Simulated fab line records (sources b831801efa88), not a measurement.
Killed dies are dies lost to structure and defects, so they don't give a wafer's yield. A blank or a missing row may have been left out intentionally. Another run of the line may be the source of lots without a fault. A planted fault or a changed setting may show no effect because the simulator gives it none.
fab line records | flow sky130 | part 1 of 2: steps 1 to 28 of 37
record: lots: 5 wafers: 15 lastDay: 49
route steps=708 shown METAL3@559 VIA3@573
lots untouched by any fault: they come from a run of this same line in which no faults occurred
startH: start of the lot's first displayed wafer, in hours after the record's first day | waitH: how many hours have passed since the lot's step before this one | " repeats the value in the row above | L1.1+2: a single row standing in for several wafers | - no value, or no start was given | * or withheld: withheld | < > ~ a bound
route shown NAME@n: a module of which the file shows steps, and the number in the route of the first | usual: mean/standard deviation of fault-free wafers | same: alike in all rows | chamber/n: place in a boat | sites: per-site readings | _std_site: their standard deviation | _edge_site: the outer-site mean with the inner-site mean subtracted | radiusMm: for every site, how far away it sits from the centre of the wafer | mask NAME#n: copy n | behind: tool/chamber where the wafer was last shaped | hold: why the lot went on hold/how many hours it stayed there/how the hold came to an end | device: the n, p or np transistor that did not switch | end of line: the tests these same wafers got at the end of their route | where a step has no rows: the recipe by itself | killed: the dies lost at the first sort to structure and to defects; this is not the yield of the wafer | map: dies across one wafer; x = killed, . = not, _ = none there
set.NAME: the run value of the setting; set.NAME@STEP: its run value at that earlier step | model.NAME: the simulator's own value behind a step, which no gauge read
lots at selected steps of the route; one table per step, one row per wafer
services: the hour from which a tool's chamber was out of use, counted from the record's first day as startH (under 0 if before that day), plus the number of hours and why
== steps ==
step: SKY_METAL3_SOFTBAKE_09
recipe: tempC: 100 timeS: 90 resist: KrF-thick
columns lot.wafer tool chamber startH waitH
L077.1+2+3 lithoTrack-02 0 - -
L079.1+2+6 lithoTrack-02 0 - -
L088.2+3+4 lithoTrack-04 0 - -
L093.2+3+5 lithoTrack-01 0 - -
L094.1+4+6 lithoTrack-01 0 - -
step: SKY_METAL3_EXPOSE_10
recipe: maskId: MM3 na: 0.68 sourceShape: annular sigmaInner: 0.4 sigmaOuter: 0.8 targetCdNm: 300 doseMj: 28
usual: reticleTempC: 23.00/0.094 stageVelMmS: 499.98/0.22
same: sigmaInner: 0.4
columns lot.wafer tool chamber startH waitH mask reticleTempC stageVelMmS
L077.1 krfScanner-01 0 - - MM3#0 23.05 499.60
L077.2 " 0 " " MM3#0 23.12 499.86
L077.3 " 0 " " MM3#0 23.05 500.08
L079.1 krfScanner-02 0 - - MM3#0 23.04 499.80
L079.2 " 0 " " MM3#0 23.04 499.64
L079.6 " 0 " " MM3#0 23.03 499.53
L088.2 krfScanner-01 0 - - MM3#0 22.97 500.02
L088.3 " 0 " " MM3#0 22.94 499.97
L088.4 " 0 " " MM3#0 22.93 500.06
L093.2 krfScanner-02 0 - - MM3#0 22.90 499.92
L093.3 " 0 " " MM3#0 23.09 500.12
L093.5 " 0 " " MM3#0 23.01 499.79
L094.1 krfScanner-02 0 - - MM3#0 23.11 500.03
L094.4 " 0 " " MM3#0 23.11 500.01
L094.6 " 0 " " MM3#0 23.23 500.02
step: SKY_METAL3_PEB_11
recipe: pebTempC: withheld pebTimeS: withheld resist: KrF-thick
columns lot.wafer tool chamber startH waitH
L077.1+2+3 lithoTrack-04 0 - -
L079.1+2+6 lithoTrack-02 0 - -
L088.2+3+4 lithoTrack-02 0 - -
L093.2+3+5 lithoTrack-01 0 - -
L094.1+4+6 lithoTrack-04 0 - -
step: SKY_METAL3_DEVELOP_12
recipe: developTimeS: 60 resist: KrF-thick devTempC: 21
columns lot.wafer tool chamber startH waitH
L077.1+2+3 lithoTrack-04 0 - -
L079.1+2+6 lithoTrack-02 0 - -
L088.2+3+4 lithoTrack-02 0 - -
L093.2+3+5 lithoTrack-01 0 - -
L094.1+4+6 lithoTrack-04 0 - -
step: SKY_METAL3_CD_MEAS_13
recipe: targetCdNm: 300
usual: cdNm: 299.7/1.4
columns lot.wafer tool chamber startH waitH cdNm
L077.1 cdSem-01 - 918.15 - 298.0
L077.2 " - " " 298.8
L077.3 " - " " 299.4
L079.1 cdSem-02 - 937.58 - 297.9
L079.2 " - " " 298.8
L079.6 " - " " 298.9
L088.2 cdSem-01 - 1001.75 - 301.3
L088.3 " - " " 301.4
L088.4 " - " " 302.3
L093.2 cdSem-02 - 1031.75 - 301.5
L093.3 " - " " 300.1
L093.5 " - " " 301.6
L094.1 cdSem-01 - 1041.40 - 300.1
L094.4 " - " " 299.7
L094.6 " - " " 298.6
step: SKY_METAL3_OVL_MEAS_14
usual: METAL3_OVL: 3/5.1
columns lot.wafer tool chamber startH waitH METAL3_OVL[nm]
L077.1 overlay-02 - 918.27 0.1 1
L077.2 " - " " -6
L077.3 " - " " -3
L079.1 overlay-01 - 937.70 0.1 -6
L079.2 " - " " 2
L079.6 " - " " 3
L088.2 overlay-01 - 1001.86 0.1 5
L088.3 " - " " 8
L088.4 " - " " 2
L093.2 overlay-01 - 1031.85 0.1 13
L093.3 " - " " 9
L093.5 " - " " 6
L094.1 overlay-02 - 1041.52 0.1 2
L094.4 " - " " 1
L094.6 " - " " 3
step: SKY_METAL3_DESCUM_15
recipe: chemistry: O2 sourcePowerW: 150 biasPowerW: 0 pressureMtorr: 10 tempC: 40 timeS: 8
usual: chamberPressureMTorr: 9.999/0.0091 drypumpMotorCurrentA: 5.7/0.31 oesProductAu: 1.002/0.0096
columns lot.wafer tool chamber startH waitH chamberPressureMTorr drypumpMotorCurrentA oesProductAu rfHoursCounterH
L077.1 rieMetal-02 1 918.31 0.0 9.993 5.8 1.012 12
L077.2 " 0 " " 9.987 5.5 1.002 3
L077.3 " 1 " " 9.996 5.8 1.013 -
L079.1 rieMetal-02 1 937.74 0.0 10.008 5.8 1.013 13
L079.2 " 0 " " 10.004 5.4 1.000 4
L079.6 " 0 " " 9.968 5.5 0.991 -
L088.2 rieMetal-01 1 1001.89 0.0 9.983 5.5 1.005 17
L088.3 " 1 " " 9.989 5.5 1.000 -
L088.4 " 0 " " 10.001 5.7 1.003 -
L093.2 rieMetal-02 1 1031.88 0.0 10.010 5.8 1.016 19
L093.3 " 1 " " 9.997 5.8 1.014 -
L093.5 " 1 " " 10.004 5.8 1.012 -
L094.1 rieMetal-01 1 1041.56 0.0 10.022 5.5 1.011 18
L094.4 " 1 " " 10.008 5.4 1.005 -
L094.6 " 1 " " 9.983 5.5 1.010 -
step: SKY_METAL3_ETCH_16
recipe: chemistry: N2/H2 target: BARC ionEnergyEv: 200 biasW: 100 pressureMtorr: 30 n2FlowSccm: 100 h2FlowSccm: 200 icpW: 500 stopOn: SiO2 timeS: 88.2 targetDepthA: 600
usual: chamberPressureMTorr: 29.998/0.027 drypumpMotorCurrentA: 5.7/0.3 oesProductAu: 0.626/0.0046 throttleValvePct: 13.206/0.0095
columns lot.wafer tool chamber startH waitH chamberPressureMTorr drypumpMotorCurrentA oesProductAu rfHoursCounterH throttleValvePct
L077.1 rieMetal-02 1 918.34 0.0 29.996 5.8 0.620 12 13.197
L077.2 " 0 " " 30.013 5.4 0.618 3 13.210
L077.3 " 1 " " 29.998 5.8 0.630 - 13.208
L079.1 rieMetal-02 1 937.77 0.0 30.040 5.9 0.626 13 13.217
L079.2 " 0 " " 29.979 5.4 0.617 4 13.196
L079.6 " 0 " " 29.956 5.4 0.618 - 13.211
L088.2 rieMetal-01 1 1001.92 0.0 29.955 5.5 0.622 17 13.207
L088.3 " 1 " " 29.931 5.5 0.622 - 13.205
L088.4 " 0 " " 29.978 5.7 0.622 - 13.203
L093.2 rieMetal-02 1 1031.91 0.0 29.982 5.8 0.631 19 13.192
L093.3 " 1 " " 29.982 5.9 0.630 - 13.204
L093.5 " 1 " " 29.987 5.9 0.633 - 13.211
L094.1 rieMetal-01 1 1041.62 0.1 29.970 5.5 0.626 18 13.205
L094.4 " 1 " " 29.997 5.4 0.631 - 13.197
L094.6 " 1 " " 30.002 5.4 0.626 - 13.208
step: SKY_METAL3_ETCH_17
recipe: target: SiO2 stopOn: TiN chemistry: C4F8/O2/Ar sourceW: 1500 biasW: 1200 pressureMtorr: 40 c4f8FlowSccm: withheld O2_flow_sccm: 6 Ar_flow_sccm: 300 timeS: 3.9 targetDepthA: 150
usual: chamberPressureMTorr: 40.00/0.035 oesProductAu: 0.755/0.0067
columns lot.wafer tool chamber startH waitH chamberPressureMTorr oesProductAu rfHoursCounterH
L077.1 rieDiel-04 3 918.44 0.1 39.98 0.753 8
L077.2 " 0 " " 40.01 0.755 6
L077.3 " 2 " " 39.97 0.765 1
L079.1 rieDiel-01 1 937.87 0.1 40.01 0.754 27
L079.2 " 0 " " 40.00 0.756 27
L079.6 " 2 " " 40.00 0.760 -
L088.2 rieDiel-04 3 1002.02 0.1 40.00 0.752 11
L088.3 " 0 " " 40.03 0.764 9
L088.4 " 1 " " 40.02 0.766 -
L093.2 rieDiel-02 2 1032.01 0.1 39.96 0.747 19
L093.3 " 1 " " 39.98 0.750 18
L093.5 " 0 " " 39.95 0.754 -
L094.1 rieDiel-02 2 1041.82 0.2 40.02 0.754 20
L094.4 " 0 " " 40.07 0.762 9
L094.6 " 1 " " 39.96 0.760 -
step: SKY_METAL3_METAL_ETCH_18
recipe: targetDepthA: 8450 stopOn: SiO2 overEtchFrac: 0.3 timeS: 183.1 chemistry: Cl2/BCl3 resistSidewallDeg: 88 pressureMtorr: 10 icpW: 900 biasW: 48.5 Cl2_flow_sccm: 60 bcl3FlowSccm: 30
usual: chamberPressureMTorr: 10.000/0.0084 drypumpMotorCurrentA: 5.7/0.35 oesProductAu: 0.863/0.0064 throttleValvePct: 22.264/0.0097
columns lot.wafer tool chamber startH waitH chamberPressureMTorr drypumpMotorCurrentA oesProductAu rfHoursCounterH throttleValvePct
L077.1 rieMetal-01 0 918.46 0.0 9.995 5.7 0.850 17 22.271
L077.2 " 1 " " 10.010 5.5 0.865 11 22.263
L077.3 " 1 " " 10.014 5.5 0.864 - 22.256
L079.1 rieMetal-01 1 937.89 0.0 10.014 5.5 0.859 12 22.261
L079.2 " 0 " " 10.005 5.7 0.855 18 22.245
L079.6 " 0 " " 10.011 5.7 0.858 - 22.257
L088.2 rieMetal-02 1 1002.04 0.0 10.006 5.8 0.860 17 22.255
L088.3 " 1 " " 10.006 5.8 0.863 - 22.246
L088.4 " 0 " " 9.980 5.4 0.865 - 22.262
L093.2 rieMetal-01 0 1032.09 0.1 10.013 5.7 0.858 - 22.261
L093.3 " 0 " " 10.006 5.7 0.853 - 22.266
L093.5 " 0 " " 10.001 5.7 0.854 - 22.249
L094.1 rieMetal-04 1 1041.84 0.0 9.988 6.5 0.855 8 22.263
L094.4 " 0 " " 9.996 5.5 0.857 - 22.270
L094.6 " 0 " " 10.002 5.5 0.860 - 22.243
step: SKY_METAL3_STRIP_19
recipe: chemistry: O2/N2 powerW: 1400 pressureMtorr: 1500 platenTempC: withheld o2FlowSccm: 3000 n2FlowSccm: 300 overashFraction: 0.5
usual: chamberPressureMTorr: 1499.9/1.2 drypumpMotorCurrentA: 5.8/0.34 oesProductAu: 0.501/0.0061 stripTimeToEndpointS: 6.50/0.067
columns lot.wafer tool chamber startH waitH chamberPressureMTorr drypumpMotorCurrentA oesProductAu rfHoursCounterH stripTimeToEndpointS
L077.1 plasmaAsher-04 1 918.64 0.1 1498.1 6.1 0.505 18 6.51
L077.2 " 0 " " 1499.8 5.7 0.501 18 6.50
L077.3 " 1 " " 1499.9 6.1 0.509 - 6.50
L079.1 plasmaAsher-03 1 938.07 0.1 1498.8 5.3 0.501 76 6.50
L079.2 " 0 " " 1498.0 5.8 0.506 76 6.53
L079.6 " 1 " " 1499.3 5.3 0.501 - 6.47
L088.2 plasmaAsher-04 0 1002.22 0.1 1498.6 5.7 0.494 27 6.48
L088.3 " 1 " " 1499.4 6.1 0.492 - 6.47
L088.4 " 0 " " 1499.5 5.7 0.502 - 6.68
L093.2 plasmaAsher-04 1 1032.39 0.2 1499.2 6.1 0.498 30 6.46
L093.3 " 1 " " 1500.8 6.1 0.493 - 6.46
L093.5 " 0 " " 1499.5 5.7 0.502 - 6.46
L094.1 plasmaAsher-03 0 1042.02 0.1 1500.3 5.9 0.505 86 6.52
L094.4 " 0 " " 1499.5 5.9 0.502 - 6.48
L094.6 " 1 " " 1499.5 5.3 0.507 - 6.45
step: SKY_METAL3_STRIP_20
recipe: chemistry: postEtchResidueRemover timeS: 1200 tempC: 72.5
columns lot.wafer tool chamber startH waitH
L077.1+2+3 wetBench-01 0 918.74 0.1
L079.1+2+6 wetBench-02 3 938.17 0.1
L088.2+3+4 wetBench-04 0 1002.32 0.1
L093.2+3+5 wetBench-02 0 1032.49 0.1
L094.1+4+6 wetBench-04 0 1042.12 0.1
step: SKY_METAL3_CLEAN_21
recipe: chemistry: IPA timeS: 180 tempC: 25
columns lot.wafer tool chamber startH waitH
L077.1+2+3 wetBench-04 1 919.08 0.0
L079.1+2+6 wetBench-04 0 938.51 0.0
L088.2+3+4 wetBench-04 0 1002.66 0.0
L093.2+3+5 wetBench-04 1 1032.86 0.0
L094.1+4+6 wetBench-01 3 1042.46 0.0
step: SKY_METAL3_CLEAN_22
recipe: chemistry: O3/DIW dry: n2Spin
columns lot.wafer tool chamber startH waitH
L077.1+2+3 wetBench-01 3 919.14 0.0
L079.1+2+6 wetBench-02 0 938.57 0.0
L088.2+3+4 wetBench-02 0 1002.72 0.0
L093.2+3+5 wetBench-01 2 1032.92 0.0
L094.1+4+6 wetBench-04 0 1042.52 0.0
step: SKY_VIA3_HDPCVD_00
recipe: material: SiO2 targetThkNm: 1635 sigmaOpenFrac: 0.3 timeS: 272.5 tempC: 400 sih4FlowSccm: 60 pressureMtorr: 6
columns lot.wafer tool chamber startH waitH
L077.1+2+3 hdpcvd-02 2,0,1 919.23 0.0
L079.1+2+6 hdpcvd-01 0,2,1 938.66 0.0
L088.2+3+4 hdpcvd-02 1,2,2 1002.92 0.0
L093.2+3+5 hdpcvd-01 2,1,1 1033.01 0.0
L094.1+4+6 hdpcvd-01 0,0,1 1042.61 0.0
step: SKY_VIA3_THK_MEAS_01
recipe: reads: SiO2_of_VIA3_HDPCVD_00
usual: VIA3_HDPCVD_THK: 1638/21
columns lot.wafer tool chamber startH waitH VIA3_HDPCVD_THK[nm]
L077.1 filmMetro-01 - 919.40 0.1 1596
L077.2 " - " " 1612
L077.3 " - " " 1597
L079.1 filmMetro-01 - 938.83 0.1 1673
L079.2 " - " " 1659
L079.6 " - " " 1673
L088.2 filmMetro-01 - 1003.09 0.1 1655
L088.3 " - " " 1624
L088.4 " - " " 1618
L093.2 filmMetro-03 - 1033.19 0.1 1638
L093.3 " - " " 1665
L093.5 " - " " 1669
L094.1 filmMetro-01 - 1042.78 0.1 1660
L094.4 " - " " 1663
L094.6 " - " " 1649
step: SKY_VIA3_CMP_02
recipe: material: SiO2 downForcePsi: 4 platenRpm: 60 padVelocityMS: 0.94248
usual: motorCurrentA: 11.9/1.5
columns lot.wafer tool chamber startH waitH motorCurrentA
L077.1 cmp-02 1 919.51 0.1 9.7
L077.3 " 2 " " 12.3
L077.2 " 3 " " 12.4
L079.1 cmp-01 2 938.94 0.1 12.5
L079.2 " 0 " " 10.0
L079.6 " 1 " " 14.2
L088.2 cmp-01 2 1003.14 0.0 11.5
L088.4 " 3 " " 10.9
L088.3 " 0 " " 10.2
L093.2 cmp-02 0 1033.24 0.0 12.7
L093.3 " 1 " " 10.0
L093.5 " 1 " " 9.9
L094.1 cmp-01 1 1042.84 0.1 14.9
L094.4 " 0 " " 10.3
L094.6 " 2 " " 12.2
step: SKY_VIA3_BOW_MEAS_03
recipe: mode: bow
usual: VIA3_BOW: 80/7.8
columns lot.wafer tool chamber startH waitH VIA3_BOW[um]
L077.1 filmMetro-03 - 919.76 0.2 85
L077.2 " - " " 90
L077.3 " - " " 92
L079.1 filmMetro-04 - 939.19 0.2 88
L079.2 " - " " 82
L079.6 " - " " 80
L088.2 filmMetro-03 - 1003.46 0.3 72
L088.3 " - " " 67
L088.4 " - " " 77
L093.2 filmMetro-03 - 1033.56 0.3 79
L093.3 " - " " 90
L093.5 " - " " 88
L094.1 filmMetro-03 - 1043.14 0.2 80
L094.4 " - " " 82
L094.6 " - " " 89
step: SKY_VIA3_DEHYDRATE_04
recipe: tempC: 200 timeS: 60
columns lot.wafer tool chamber startH waitH
L077.1+2+3 lithoTrack-03 0 929.77 10.0
L079.1+2+6 lithoTrack-03 0 950.77 11.6
L088.2+3+4 lithoTrack-01 0 1014.15 10.7
L093.2+3+5 lithoTrack-03 0 1044.49 10.9
L094.1+4+6 lithoTrack-03 0 1053.62 10.5
step: SKY_VIA3_HMDS_05
recipe: primeTimeS: 60 primeTempC: 120
columns lot.wafer tool chamber startH waitH
L077.1+2+3 lithoTrack-03 0 929.92 0.1
L079.1+2+6 lithoTrack-03 0 950.92 0.1
L088.2+3+4 lithoTrack-01 0 1014.30 0.1
L093.2+3+5 lithoTrack-03 0 1044.64 0.1
L094.1+4+6 lithoTrack-03 0 1053.77 0.1
step: SKY_VIA3_COAT_06
recipe: resist: BARC tempC: withheld timeS: withheld spinRpm: 3000 resistThkNm: 60
usual: dispensePressureKPa: 50.2/0.62
columns lot.wafer tool chamber startH waitH dispensePressureKPa
L077.1 lithoTrack-03 0 930.07 0.1 49.9
L077.2 " 0 " " 49.9
L077.3 " 0 " " 49.9
L079.1 lithoTrack-03 0 951.07 0.1 49.9
L079.2 " 0 " " 49.9
L079.6 " 0 " " 49.9
L088.2 lithoTrack-01 0 1014.45 0.1 51.1
L088.3 " 0 " " 51.1
L088.4 " 0 " " 51.1
L093.2 lithoTrack-03 0 1044.79 0.1 49.8
L093.3 " 0 " " 49.8
L093.5 " 0 " " 49.8
L094.1 lithoTrack-03 0 1053.92 0.1 49.8
L094.4 " 0 " " 49.9
L094.6 " 0 " " 49.9
step: SKY_VIA3_COAT_07
recipe: resist: KrF-thick spinRpm: 3000 resistThkNm: 450
usual: dispensePressureKPa: 50.1/0.58
columns lot.wafer tool chamber startH waitH dispensePressureKPa
L077.1 lithoTrack-03 0 - - 49.9
L077.2 " 0 " " 49.9
L077.3 " 0 " " 49.8
L079.1 lithoTrack-03 0 - - 49.8
L079.2 " 0 " " 49.8
L079.6 " 0 " " 49.9
L088.2 lithoTrack-01 0 - - 51.0
L088.3 " 0 " " 51.0
L088.4 " 0 " " 51.0
L093.2 lithoTrack-03 0 - - 49.9
L093.3 " 0 " " 49.9
L093.5 " 0 " " 49.9
L094.1 lithoTrack-03 0 - - 49.8
L094.4 " 0 " " 49.8
L094.6 " 0 " " 49.8
step: SKY_VIA3_SOFTBAKE_08
recipe: tempC: 99.34 timeS: 90 resist: KrF-thick
columns lot.wafer tool chamber startH waitH
L077.1+2+3 lithoTrack-03 0 - -
L079.1+2+6 lithoTrack-03 0 - -
L088.2+3+4 lithoTrack-01 0 - -
L093.2+3+5 lithoTrack-03 0 - -
L094.1+4+6 lithoTrack-03 0 - -
step: SKY_VIA3_EXPOSE_09
recipe: maskId: VIM3 na: 0.8 sourceShape: annular sigmaInner: 0.55 sigmaOuter: 0.85 targetCdNm: 200 doseMj: 38
usual: reticleTempC: 23.05/0.088 stageVelMmS: 500.03/0.22
same: sigmaInner: 0.55
columns lot.wafer tool chamber startH waitH mask reticleTempC stageVelMmS
L077.1 krfScanner-01 0 - - VIM3#0 22.88 499.78
L077.2 " 0 " " VIM3#0 22.87 500.15
L077.3 " 0 " " VIM3#0 22.98 500.04
L079.1 krfScanner-02 0 - - VIM3#0 22.98 500.01
L079.2 " 0 " " VIM3#0 23.11 499.82
L079.6 " 0 " " VIM3#0 23.23 499.79
L088.2 krfScanner-01 0 - - VIM3#0 23.17 500.02
L088.3 " 0 " " VIM3#0 23.15 499.94
L088.4 " 0 " " VIM3#0 23.15 500.35
L093.2 krfScanner-02 0 - - VIM3#0 22.82 500.23
L093.3 " 0 " " VIM3#0 23.08 500.64
L093.5 " 0 " " VIM3#0 23.00 500.13
L094.1 krfScanner-01 0 - - VIM3#0 23.02 500.05
L094.4 " 0 " " VIM3#0 23.16 499.94
L094.6 " 0 " " VIM3#0 23.13 499.76
step: SKY_VIA3_PEB_10
recipe: pebTempC: withheld pebTimeS: withheld resist: KrF-thick
columns lot.wafer tool chamber startH waitH
L077.1+2+3 lithoTrack-04 0 - -
L079.1+2+6 lithoTrack-04 0 - -
L088.2+3+4 lithoTrack-03 0 - -
L093.2+3+5 lithoTrack-01 0 - -
L094.1+4+6 lithoTrack-04 0 - -
step: SKY_VIA3_DEVELOP_11
recipe: developTimeS: 60 resist: KrF-thick devTempC: 21
columns lot.wafer tool chamber startH waitH
L077.1+2+3 lithoTrack-04 0 - -
L079.1+2+6 lithoTrack-04 0 - -
L088.2+3+4 lithoTrack-03 0 - -
L093.2+3+5 lithoTrack-01 0 - -
L094.1+4+6 lithoTrack-04 0 - -
step: SKY_VIA3_CD_MEAS_12
recipe: targetCdNm: 200
usual: cdNm: 200.2/1.6
columns lot.wafer tool chamber startH waitH cdNm
L077.1 cdSem-02 - 942.55 - 201.1
L077.2 " - " " 201.0
L077.3 " - " " 200.9
L079.1 cdSem-02 - 963.50 - 198.1
L079.2 " - " " 199.0
L079.6 " - " " 197.6
L088.2 cdSem-01 - 1026.39 - 200.9
L088.3 " - " " 200.5
L088.4 " - " " 200.1
L093.2 cdSem-02 - 1056.10 - 200.6
L093.3 " - " " 202.8
L093.5 " - " " 200.0
L094.1 cdSem-01 - 1064.70 - 200.6
L094.4 " - " " 201.5
L094.6 " - " " 200.8
step: SKY_VIA3_OVL_MEAS_13
usual: VIA3_OVL: 2/5.2
columns lot.wafer tool chamber startH waitH VIA3_OVL[nm]
L077.1 overlay-02 - 942.67 0.1 4
L077.2 " - " " 9
L077.3 " - " " 8
L079.1 overlay-02 - 963.62 0.1 -3
L079.2 " - " " -1
L079.6 " - " " 2
L088.2 overlay-01 - 1026.49 0.1 -8
L088.3 " - " " -4
L088.4 " - " " -10
L093.2 overlay-01 - 1056.20 0.1 7
L093.3 " - " " 5
L093.5 " - " " 2
L094.1 overlay-01 - 1064.82 0.1 11
L094.4 " - " " 13
L094.6 " - " " 5
